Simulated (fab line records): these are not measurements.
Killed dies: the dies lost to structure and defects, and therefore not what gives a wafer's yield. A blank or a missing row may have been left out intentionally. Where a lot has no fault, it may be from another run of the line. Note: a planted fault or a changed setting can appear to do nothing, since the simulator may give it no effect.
fab line records -- flow sky130
record lots=6, wafers=17, last_day=50
route steps=708 shown VIA1@467 METAL2@483 PAD_OPEN@708
lots untouched by any fault: they come from a run of this same line in which no faults occurred
start_h: start of the lot's first displayed wafer, in hours after the record's first day -- wait_h: how many hours have passed since the lot's step before this one -- " same as the row above -- L1.1+2: several wafers, shown together as one row -- - value missing, or start not given -- * or withheld: withheld -- < > ~ a bound
route shown NAME@n: a module of which the file shows steps, and the number in the route of the first -- usual: the fault-free wafers' mean and standard deviation -- same: alike in all rows -- chamber/n: place in a boat -- sites: readings site by site -- _std_site: standard deviation across them -- _edge_site: outer sites' mean less inner sites' -- radius_mm: for every site, how far away it sits from the centre of the wafer -- mask NAME#n: copy n -- behind: the last tool/chamber to shape the wafer -- hold: reason for holding the lot/hours on hold/outcome of the hold -- device: which transistor (n, p or np) failed to switch -- end of line: the tests these same wafers got at the end of their route -- a step given without rows: its recipe and nothing more -- killed: dies that structure and defects cost at the first sort, which is not the same as the wafer's yield -- map: a wafer's dies, x killed, . not, _ none there
set.NAME: setting as actually run; set.NAME@STEP: the setting as run at that earlier step -- model.NAME: the simulator's own value behind a step, which no gauge read
a table for each step, a row for each wafer; lots at some steps of the route
services: from which hour (start_h, from the record's first day; less than 0 if before it) a tool's chamber was out of use, for how many hours, and why
## steps
# step SKY_VIA1_EXPOSE_09
# recipe mask_id=VIM, na=0.8, source_shape=annular, sigma_inner=0.55, sigma_outer=0.85, target_cd_nm=150, dose_mj=38
# step SKY_VIA1_PEB_10
# recipe peb_temp_c=withheld, peb_time_s=withheld, resist=KrF-thick
# step SKY_VIA1_DEVELOP_11
# recipe develop_time_s=60, resist=KrF-thick, dev_temp_c=21
# step SKY_VIA1_CD_MEAS_12
# recipe target_cd_nm=150
# usual cd_nm=150.3/1.7
lot.wafer,tool,chamber,start_h,wait_h,cd_nm
L490.3,cd_sem-01,-,850.27,-,152.0
L490.5,cd_sem-01,-,850.27,-,152.9
L490.6,cd_sem-01,-,850.27,-,153.0
L494.2,cd_sem-01,-,876.48,-,152.4
L494.3,cd_sem-01,-,876.48,-,151.4
L494.4,cd_sem-01,-,876.48,-,149.4
L497.1,cd_sem-01,-,895.41,-,150.7
L497.2,cd_sem-01,-,895.41,-,149.6
L497.3,cd_sem-01,-,895.41,-,153.0
L498.5,cd_sem-02,-,901.47,-,147.8
L498.6,cd_sem-02,-,901.47,-,146.9
L505.2,cd_sem-02,-,945.28,-,150.4
L505.4,cd_sem-02,-,945.28,-,150.3
L505.6,cd_sem-02,-,945.28,-,149.3
L506.3,cd_sem-02,-,951.33,-,153.7
L506.4,cd_sem-02,-,951.33,-,153.6
L506.5,cd_sem-02,-,951.33,-,153.3
# step SKY_VIA1_OVL_MEAS_13
# usual VIA1_OVL=-4/5.7
lot.wafer,tool,chamber,start_h,wait_h,VIA1_OVL[nm]
L490.3,overlay-02,-,850.36,0.1,-12
L490.5,overlay-02,-,850.36,0.1,-15
L490.6,overlay-02,-,850.36,0.1,-6
L494.2,overlay-01,-,876.58,0.1,5
L494.3,overlay-01,-,876.58,0.1,0
L494.4,overlay-01,-,876.58,0.1,0
L497.1,overlay-01,-,895.53,0.1,-5
L497.2,overlay-01,-,895.53,0.1,-6
L497.3,overlay-01,-,895.53,0.1,-3
L498.5,overlay-02,-,901.53,0.0,3
L498.6,overlay-02,-,901.53,0.0,0
L505.2,overlay-01,-,945.38,0.1,-1
L505.4,overlay-01,-,945.38,0.1,0
L505.6,overlay-01,-,945.38,0.1,4
L506.3,overlay-02,-,951.42,0.1,-2
L506.4,overlay-02,-,951.42,0.1,0
L506.5,overlay-02,-,951.42,0.1,-2
# step SKY_VIA1_ETCH_14
# recipe chemistry=N2/H2, target=BARC, ion_energy_ev=200, source_w=500, bias_w=100, pressure_mtorr=30, n2_flow_sccm=100, h2_flow_sccm=200, stop_on=SiO2, time_s=45.9, target_depth_a=600
# usual drypump_motor_current_A=5.8/0.41, oes_product_au=0.856/0.0053, throttle_valve_pct=13.225/0.0095
lot.wafer,tool,chamber,start_h,wait_h,drypump_motor_current_A,oes_product_au,rf_hours_counter_h,throttle_valve_pct
L490.3,rie_diel-01,1,850.38,0.0,5.5,0.847,20,13.216
L490.5,rie_diel-01,3,850.38,0.0,5.8,0.848,-,13.212
L490.6,rie_diel-01,0,850.38,0.0,6.4,0.850,-,13.226
L494.2,rie_diel-01,0,876.61,0.0,6.4,0.847,18,13.219
L494.3,rie_diel-01,1,876.61,0.0,5.5,0.857,21,13.230
L494.4,rie_diel-01,2,876.61,0.0,5.9,0.864,16,13.220
L497.1,rie_diel-02,3,895.56,0.0,5.7,0.853,21,13.215
L497.2,rie_diel-02,2,895.56,0.0,5.2,0.859,8,13.221
L497.3,rie_diel-02,1,895.56,0.0,5.2,0.863,2,13.259
L498.5,rie_diel-01,1,901.57,0.0,5.5,0.857,-,13.234
L498.6,rie_diel-01,0,901.57,0.0,6.4,0.850,-,13.215
L505.2,rie_diel-01,3,945.41,0.0,5.8,0.853,15,13.233
L505.4,rie_diel-01,1,945.41,0.0,5.5,0.868,23,13.212
L505.6,rie_diel-01,2,945.41,0.0,5.9,0.856,-,13.224
L506.3,rie_diel-01,0,951.45,0.0,6.3,0.845,20,13.218
L506.4,rie_diel-01,1,951.45,0.0,5.5,0.857,23,13.216
L506.5,rie_diel-01,0,951.45,0.0,6.3,0.845,-,13.238
# step SKY_VIA1_ETCH_15
# recipe target=SiO2, chemistry=C4F8/O2/Ar, target_depth_nm=351, stop_on=TiN, mask_material=KrF-thick, source_w=1500, bias_w=1200, pressure_mtorr=40, c4f8_flow_sccm=withheld, O2_flow_sccm=6, Ar_flow_sccm=300, time_s=54
# usual oes_product_au=0.982/0.0051
lot.wafer,tool,chamber,start_h,wait_h,oes_product_au,rf_hours_counter_h
L490.3,rie_diel-01,1,850.42,0.0,0.983,20
L490.5,rie_diel-01,3,850.42,0.0,0.988,-
L490.6,rie_diel-01,0,850.42,0.0,0.980,-
L494.2,rie_diel-01,0,876.65,0.0,0.982,19
L494.3,rie_diel-01,1,876.65,0.0,0.978,21
L494.4,rie_diel-01,2,876.65,0.0,0.985,16
L497.1,rie_diel-02,3,895.60,0.0,0.980,21
L497.2,rie_diel-02,2,895.60,0.0,0.981,8
L497.3,rie_diel-02,1,895.60,0.0,0.976,2
L498.5,rie_diel-01,1,901.61,0.0,0.989,-
L498.6,rie_diel-01,0,901.61,0.0,0.978,-
L505.2,rie_diel-01,3,945.45,0.0,0.993,15
L505.4,rie_diel-01,1,945.45,0.0,0.984,23
L505.6,rie_diel-01,2,945.45,0.0,0.983,-
L506.3,rie_diel-01,0,951.49,0.0,0.986,20
L506.4,rie_diel-01,1,951.49,0.0,0.981,23
L506.5,rie_diel-01,0,951.49,0.0,0.977,-
# step SKY_VIA1_STRIP_16
# recipe chemistry=O2/N2, power_w=1400, pressure_mtorr=1500, platen_temp_c=withheld, o2_flow_sccm=3000, n2_flow_sccm=300, overash_fraction=0.5
# usual drypump_motor_current_A=5.3/0.51, oes_product_au=0.416/0.0049, strip_time_to_endpoint_s=4.465/0.02
lot.wafer,tool,chamber,start_h,wait_h,drypump_motor_current_A,oes_product_au,rf_hours_counter_h,strip_time_to_endpoint_s
L490.3,plasma_asher-01,0,850.50,0.1,5.9,0.414,-,4.453
L490.5,plasma_asher-01,0,850.50,0.1,5.8,0.407,-,4.460
L490.6,plasma_asher-01,1,850.50,0.1,5.7,0.411,-,4.468
L494.2,plasma_asher-03,0,876.70,0.0,6.1,0.420,79,4.442
L494.3,plasma_asher-03,1,876.70,0.0,5.0,0.420,-,4.487
L494.4,plasma_asher-03,0,876.70,0.0,6.1,0.416,-,4.474
L497.1,plasma_asher-01,0,895.65,0.0,5.9,0.420,15,4.466
L497.2,plasma_asher-01,1,895.65,0.0,5.7,0.426,15,4.458
L497.3,plasma_asher-01,1,895.65,0.0,5.7,0.413,-,4.451
L498.5,plasma_asher-01,1,901.70,0.1,5.7,0.403,-,4.497
L498.6,plasma_asher-01,0,901.70,0.1,5.9,0.407,-,4.456
L505.2,plasma_asher-02,1,945.50,0.0,4.8,0.415,107,4.458
L505.4,plasma_asher-02,0,945.50,0.0,4.8,0.412,-,4.451
L505.6,plasma_asher-02,0,945.50,0.0,4.8,0.414,-,4.460
L506.3,plasma_asher-03,1,951.57,0.1,5.0,0.417,-,4.432
L506.4,plasma_asher-03,0,951.57,0.1,6.1,0.413,-,4.430
L506.5,plasma_asher-03,1,951.57,0.1,5.0,0.415,-,4.451
# step SKY_VIA1_STRIP_17
# recipe chemistry=post_etch_residue_remover, time_s=1200, temp_c=72.5
# step SKY_VIA1_CLEAN_18
# recipe chemistry=IPA, time_s=180, temp_c=25
# step SKY_VIA1_CLEAN_19
# recipe chemistry=O3/DIW, dry=n2_spin
# step SKY_VIA1_SPUTTER_20
# recipe material=TiN, target_thk_nm=20, chamber_pressure_pa=5, power_w=4000, time_s=80
# usual throttle_valve_pct=29.8/0.75
lot.wafer,tool,chamber,start_h,wait_h,throttle_valve_pct
L490.3,pvd_sputter-03,-,851.06,0.0,30.2
L490.5,pvd_sputter-03,-,851.06,0.0,30.1
L490.6,pvd_sputter-03,-,851.06,0.0,28.7
L494.2,pvd_sputter-02,-,877.30,0.0,30.3
L494.3,pvd_sputter-02,-,877.30,0.0,29.5
L494.4,pvd_sputter-02,-,877.30,0.0,31.1
L497.1,pvd_sputter-03,-,896.65,0.0,30.0
L497.2,pvd_sputter-03,-,896.65,0.0,30.2
L497.3,pvd_sputter-03,-,896.65,0.0,30.1
L498.5,pvd_sputter-01,-,902.29,0.0,30.8
L498.6,pvd_sputter-01,-,902.29,0.0,28.9
L505.2,pvd_sputter-01,-,946.18,0.0,29.0
L505.4,pvd_sputter-01,-,946.18,0.0,30.3
L505.6,pvd_sputter-01,-,946.18,0.0,28.7
L506.3,pvd_sputter-03,-,952.17,0.0,30.1
L506.4,pvd_sputter-03,-,952.17,0.0,30.1
L506.5,pvd_sputter-03,-,952.17,0.0,30.2
# step SKY_VIA1_CVD_21
# recipe material=W, target_thk_nm=270, time_s=80.902, temp_c=400, pressure_torr=40
# usual heater_power_outer_w=610/98, heater_power_w=950/140
lot.wafer,tool,chamber,start_h,wait_h,heater_power_outer_w,heater_power_w,since_wet_clean_h,model.W_of_VIA1_CVD_21.thk_nm
L490.3,cvd_w-01,1,851.16,0.1,547,851,-,271.3
L490.5,cvd_w-01,0,851.16,0.1,790,1190,-,269.7
L490.6,cvd_w-01,1,851.16,0.1,561,846,-,265.7
L494.2,cvd_w-01,1,877.36,0.0,566,864,973,362.3
L494.3,cvd_w-01,1,877.36,0.0,553,855,-,266.8
L494.4,cvd_w-01,0,877.36,0.0,804,1212,-,273.7
L497.1,cvd_w-02,0,896.72,0.0,579,917,493,271.5
L497.2,cvd_w-02,1,896.72,0.0,538,908,493,272
L497.3,cvd_w-02,1,896.72,0.0,529,865,-,271.3
L498.5,cvd_w-01,1,902.38,0.1,563,853,-,266.2
L498.6,cvd_w-01,0,902.38,0.1,802,1207,-,365.7
L505.2,cvd_w-02,1,946.24,0.0,534,905,542,268.6
L505.4,cvd_w-02,0,946.24,0.0,591,914,-,271.4
L505.6,cvd_w-02,0,946.24,0.0,600,913,-,270.7
L506.3,cvd_w-02,1,952.26,0.1,549,902,-,271.8
L506.4,cvd_w-02,0,952.26,0.1,606,915,-,268
L506.5,cvd_w-02,0,952.26,0.1,576,922,-,269.3
# step SKY_VIA1_RS_MEAS_22
# recipe thk_meas_gauge=four-point-probe, reads=W_of_VIA1_CVD_21+TiN_of_VIA1_SPUTTER_20
# usual VIA1_W_RS=0.428/0.0046
lot.wafer,tool,chamber,start_h,wait_h,VIA1_W_RS[ohm/sq]
L490.3,film_metro-04,-,851.26,0.1,0.425
L490.5,film_metro-04,-,851.26,0.1,0.428
L490.6,film_metro-04,-,851.26,0.1,0.435
L494.2,film_metro-03,-,877.47,0.1,0.317
L494.3,film_metro-03,-,877.47,0.1,0.431
L494.4,film_metro-03,-,877.47,0.1,0.420
L497.1,film_metro-03,-,896.81,0.1,0.423
L497.2,film_metro-03,-,896.81,0.1,0.423
L497.3,film_metro-03,-,896.81,0.1,0.424
L498.5,film_metro-03,-,902.50,0.1,0.432
L498.6,film_metro-03,-,902.50,0.1,0.313
L505.2,film_metro-04,-,946.36,0.1,0.430
L505.4,film_metro-04,-,946.36,0.1,0.424
L505.6,film_metro-04,-,946.36,0.1,0.426
L506.3,film_metro-02,-,952.36,0.1,0.422
L506.4,film_metro-02,-,952.36,0.1,0.429
L506.5,film_metro-02,-,952.36,0.1,0.427
# step SKY_VIA1_THK_MEAS_23
# recipe thk_meas_gauge=xrf, reads=W_of_VIA1_CVD_21
# usual VIA1_W_THK=272/3.3
lot.wafer,tool,chamber,start_h,wait_h,VIA1_W_THK[nm]
L490.3,film_metro-04,-,851.36,0.1,273
L490.5,film_metro-04,-,851.36,0.1,274
L490.6,film_metro-04,-,851.36,0.1,268
L494.2,film_metro-03,-,877.58,0.1,366
L494.3,film_metro-03,-,877.58,0.1,268
L494.4,film_metro-03,-,877.58,0.1,276
L497.1,film_metro-03,-,896.93,0.1,274
L497.2,film_metro-03,-,896.93,0.1,272
L497.3,film_metro-03,-,896.93,0.1,274
L498.5,film_metro-03,-,902.58,0.1,266
L498.6,film_metro-03,-,902.58,0.1,369
L505.2,film_metro-04,-,946.47,0.1,273
L505.4,film_metro-04,-,946.47,0.1,276
L505.6,film_metro-04,-,946.47,0.1,276
L506.3,film_metro-02,-,952.46,0.1,272
L506.4,film_metro-02,-,952.46,0.1,269
L506.5,film_metro-02,-,952.46,0.1,269
# step SKY_VIA1_CMP_24
# recipe stop_on=SiO2, t_overpolish_s=15, down_force_psi=3.5, platen_rpm=60, target_thk_nm=0, pad_velocity_m_s=0.94248
# usual motor_current_A=10.7/1, time_to_endpoint_s=64.3/2.5
lot.wafer,tool,chamber,start_h,wait_h,motor_current_A,time_to_endpoint_s
L490.3,cmp-02,2,852.80,1.4,10.3,61.6
L490.6,cmp-02,2,852.80,1.4,10.9,64.9
L490.5,cmp-02,3,852.80,1.4,10.5,66.5
L494.4,cmp-01,1,877.63,0.0,10.3,64.4
L494.2,cmp-01,2,877.63,0.0,9.5,86.6
L494.3,cmp-01,3,877.63,0.0,9.7,64.4
L497.1,cmp-01,1,896.99,0.1,10.6,69.1
L497.2,cmp-01,2,896.99,0.1,9.6,66.5
L497.3,cmp-01,0,896.99,0.1,12.1,68.8
L498.6,cmp-01,0,902.80,0.2,12.3,89.4
L498.5,cmp-01,1,902.80,0.2,10.1,64.2
L505.4,cmp-02,1,946.57,0.1,13.1,59.7
L505.2,cmp-02,3,946.57,0.1,10.2,61.3
L505.6,cmp-02,0,946.57,0.1,10.6,61.3
L506.4,cmp-02,2,952.55,0.1,10.6,61.4
L506.3,cmp-02,0,952.55,0.1,10.3,58.8
L506.5,cmp-02,2,952.55,0.1,10.6,60.1
# step SKY_METAL2_SPUTTER_00
# recipe material=Ti, target_thk_nm=15, power_w=3000, time_s=10, chamber_pressure_pa=0.4
# usual throttle_valve_pct=29.9/1.1
lot.wafer,tool,chamber,start_h,wait_h,throttle_valve_pct
L490.3,pvd_sputter-01,-,853.10,0.2,30.7
L490.5,pvd_sputter-01,-,853.10,0.2,30.7
L490.6,pvd_sputter-01,-,853.10,0.2,29.6
L494.2,pvd_sputter-01,-,877.93,0.2,29.5
L494.3,pvd_sputter-01,-,877.93,0.2,30.5
L494.4,pvd_sputter-01,-,877.93,0.2,29.7
L497.1,pvd_sputter-04,-,897.29,0.2,28.1
L497.2,pvd_sputter-04,-,897.29,0.2,30.0
L497.3,pvd_sputter-04,-,897.29,0.2,32.4
L498.5,pvd_sputter-04,-,902.91,0.0,30.2
L498.6,pvd_sputter-04,-,902.91,0.0,28.9
L505.2,pvd_sputter-04,-,946.82,0.1,28.2
L505.4,pvd_sputter-04,-,946.82,0.1,29.2
L505.6,pvd_sputter-04,-,946.82,0.1,30.0
L506.3,pvd_sputter-01,-,952.80,0.1,28.7
L506.4,pvd_sputter-01,-,952.80,0.1,30.6
L506.5,pvd_sputter-01,-,952.80,0.1,30.5
# step SKY_PAD_OPEN_PROBE_99
# usual defect_limited_yield=82.4/1.9, killed_at_M0_to_M3=43/7.5, killed_at_M4_up=3.3/1.9, killed_at_contacts=24/4.6, killed_at_front_end=16/4.9, killed_at_other=0.2/0.46, killed_dies=87/9.1, killed_open=47/7.4, killed_short=39/6.6, sort_bin_3_pad_short=0.9/0.43, sort_bin_5_function=10.3/1.4, sort_bin_6_memory=6.4/1.1, sort_n_pass=405/9.1, sort_yield_pct=82.4/1.9
# same gross_dies=492, killed_at_back_side=0, sort_bin_4_leakage[%]=0, sort_bin_8_speed[%]=0
lot.wafer,tool,chamber,start_h,wait_h,defect_limited_yield[%],killed_at_M0_to_M3,killed_at_M4_up,killed_at_contacts,killed_at_front_end,killed_at_other,killed_dies,killed_open,killed_short,sort_bin_3_pad_short[%],sort_bin_5_function[%],sort_bin_6_memory[%],sort_n_pass,sort_yield_pct[%]
L498.5,prober-01,-,1158.51,0.2,80.3,52,4,26,15,0,97,57,39,1.0,10.6,8.1,395,80.3
L498.6,prober-01,-,1158.56,0.2,81.7,48,3,21,18,0,90,37,51,1.0,11.0,6.3,402,81.7
# killed by level:class
L498.5 VIA1:geometric_particle:open=14 LI_CONTACT:geometric_particle:open=9 VIA2:geometric_particle:short=8 CONTACT:geometric_particle:short=6 CONTACT:geometric_particle:open=6 VIA1:geometric_particle:short=5 VIA3:geometric_particle:open=5 FIELD_ISO:geometric_particle:open=4
L498.6 VIA3:geometric_particle:open=9 FIELD_ISO:geometric_particle:short=8 CONTACT:geometric_particle:short=8 VIA1:geometric_particle:open=7 VIA1:geometric_particle:short=6 VIA2:geometric_particle:open=6 METAL1:geometric_particle:short=5 LI_CONTACT:geometric_particle:open=4
## services
tool,chamber,start_h,hours,kind
cvd_w-01,-,827.34,2.8,pm
cmp-02,-,831.55,1.7,repair
rie_diel-02,-,840.04,3.4,repair
rie_diel-01,2,846.09,5.6,repair
cmp-02,-,847.95,4.2,pm
cmp-01,-,850.42,2.6,repair
pvd_sputter-02,-,858.25,2.8,repair
rie_diel-02,-,862.09,0.6,repair
pvd_sputter-03,0,862.26,-,consumable_replace:kit
pvd_sputter-03,0,862.26,18.0,scheduled_down
pvd_sputter-03,0,862.26,18.0,vent_cycle
pvd_sputter-02,-,872.79,3.7,repair
cvd_w-02,-,879.38,1.3,repair
cvd_w-01,-,904.00,14.0,pm
cvd_w-01,0,904.00,14.0,vent_cycle
cmp-01,-,907.23,0.8,repair
rie_diel-02,1,908.29,15.2,repair
rie_diel-01,-,911.94,0.7,repair
cmp-01,-,912.00,4.0,pm
rie_diel-01,2,917.34,16.8,repair
cvd_w-01,-,932.89,1.1,repair
cvd_w-01,-,933.77,0.4,repair
cvd_w-02,-,934.27,6.9,pm
pvd_sputter-03,-,939.05,2.1,repair
## key
first_sign step=SKY_VIA1_RS_MEAS_22, reading=VIA1_W_RS, direction=down, sigmas=25, usual=0.428, struck=0.315
effect step=SKY_VIA1_THK_MEAS_23, reading=VIA1_W_THK, direction=up, sigmas=29, usual=272, struck=367
effect step=SKY_VIA1_CMP_24, reading=time_to_endpoint_s, direction=up, sigmas=9.4, usual=*, struck=*
model_effect step=SKY_VIA1_CVD_21, value=W_of_VIA1_CVD_21.thk_nm, without=270.8, struck=364
met_at SKY_VIA1_CVD_21
struck_wafers L494.2,L498.6
onset_between 851.16 877.36
fault kind=process_parameter_drift, tool=cvd_w-01, chamber=-, onset_h=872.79, steps=SKY_VIA1_CVD_21, channel=target_thk_nm, offset=93.246, shape=step, end_h=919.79, scope=struck_wafers_only, acts_in=these_recipes_only, stated=270
